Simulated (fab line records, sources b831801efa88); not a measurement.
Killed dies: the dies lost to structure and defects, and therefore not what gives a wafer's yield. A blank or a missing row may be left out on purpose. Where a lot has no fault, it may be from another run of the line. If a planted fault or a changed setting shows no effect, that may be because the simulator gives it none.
Chamber matching / flow gf180mcu / GF_V2_CMP_04 on cmp-01: 4 sister chambers
The step polishes SiO2. 4 wafers are shown with their chamber, then 9 later ones without.

WAFERS PAIRED WITH THEIR CHAMBERS
wafer=L266.1; chamber=0; motorCurrentA (A)=13.5
wafer=L271.1; chamber=2; motorCurrentA (A)=11.3
wafer=L271.4; chamber=3; motorCurrentA (A)=11.8
wafer=L271.6; chamber=1; motorCurrentA (A)=11.7

WAFERS WITHOUT THEIR CHAMBER
wafer=L278.2; motorCurrentA (A)=10.9
wafer=L278.5; motorCurrentA (A)=11.2
wafer=L278.6; motorCurrentA (A)=12.0
wafer=L280.1; motorCurrentA (A)=11.8
wafer=L280.3; motorCurrentA (A)=11.1
wafer=L280.4; motorCurrentA (A)=14.5
wafer=L281.1; motorCurrentA (A)=11.1
wafer=L281.3; motorCurrentA (A)=13.6
wafer=L281.6; motorCurrentA (A)=11.4

EACH ONE'S CHAMBER
wafer=L278.2; from the rows above=can't be placed: 2 or 1 or 3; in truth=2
wafer=L278.5; from the rows above=can't be placed: 2 or 1 or 3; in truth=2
wafer=L278.6; from the rows above=can't be placed: 3 or 1 or 2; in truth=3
wafer=L280.1; from the rows above=can't be placed: 3 or 1 or 2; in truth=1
wafer=L280.3; from the rows above=can't be placed: 2 or 1 or 3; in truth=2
wafer=L280.4; from the rows above=0; in truth=0
wafer=L281.1; from the rows above=can't be placed: 2 or 1 or 3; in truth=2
wafer=L281.3; from the rows above=0; in truth=0
wafer=L281.6; from the rows above=can't be placed: 2 or 1 or 3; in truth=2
Correct placement for 2 of the 9. Unplaceable from these rows: 7, with the true chamber sitting among the candidates in 7. Placed wrongly: 0.
How it was worked out, from the rows above alone: a wafer's distance from a chamber is the root of the sum, over the readings, of the square of ((its reading less the chamber's mean) divided by the reading's scatter). The wafer belongs to the nearest chamber; if the next one is less than 2 further off, it can't be placed. Each chamber's mean is taken over the wafers shown for it. The scatter: with one shown wafer a chamber, the root of the mean of the squares of how far each hidden wafer lies from its nearest shown one.
